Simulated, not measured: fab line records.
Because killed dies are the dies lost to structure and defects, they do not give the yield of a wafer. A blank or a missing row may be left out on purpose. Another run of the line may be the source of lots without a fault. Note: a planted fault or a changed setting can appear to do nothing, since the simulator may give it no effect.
Matching of chambers || flow sky130 || 4 sister chambers for SKY_VIA1_CMP_02 on cmp-02
The step polishes SiO2. 4 wafers are shown with their chamber, then 7 later ones without.

WAFERS PAIRED WITH THEIR CHAMBERS
{"wafer": "L282.2", "chamber": 2, "motor-current-A (A)": 13.6}
{"wafer": "L284.6", "chamber": 3, "motor-current-A (A)": 13.1}
{"wafer": "L287.1", "chamber": 0, "motor-current-A (A)": 11.3}
{"wafer": "L287.2", "chamber": 1, "motor-current-A (A)": 12.0}

WAFERS MISSING THEIR CHAMBER
{"wafer": "L287.3", "motor-current-A (A)": 13.8}
{"wafer": "L290.1", "motor-current-A (A)": 13.7}
{"wafer": "L290.5", "motor-current-A (A)": 13.4}
{"wafer": "L290.6", "motor-current-A (A)": 11.7}
{"wafer": "L295.1", "motor-current-A (A)": 14.3}
{"wafer": "L295.5", "motor-current-A (A)": 13.7}
{"wafer": "L295.6", "motor-current-A (A)": 13.8}

WHICH CHAMBER EACH WENT THROUGH
{"wafer": "L287.3", "from the rows above": "can't be placed: 2 or 3", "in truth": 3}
{"wafer": "L290.1", "from the rows above": "can't be placed: 2 or 3", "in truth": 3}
{"wafer": "L290.5", "from the rows above": "can't be placed: 2 or 3", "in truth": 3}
{"wafer": "L290.6", "from the rows above": "can't be placed: 1 or 0", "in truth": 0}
{"wafer": "L295.1", "from the rows above": "can't be placed: 2 or 3", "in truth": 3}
{"wafer": "L295.5", "from the rows above": "can't be placed: 2 or 3", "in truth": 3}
{"wafer": "L295.6", "from the rows above": "can't be placed: 2 or 3", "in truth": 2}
0 of 7 placed correctly. Unplaceable from these rows: 7, with the true chamber sitting among the candidates in 7. 0 placed wrongly.
How it was worked out, from the rows above alone: a wafer's distance from a chamber is the root of the sum, over the readings, of the square of ((its reading less the chamber's mean) divided by the reading's scatter). The wafer belongs to the nearest chamber; if the next one is less than 2 further off, it can't be placed. Each chamber's mean is taken over the wafers shown for it. The scatter (one wafer shown for each chamber): square how far every hidden wafer sits from the nearest shown wafer, average those squares and take the square root.
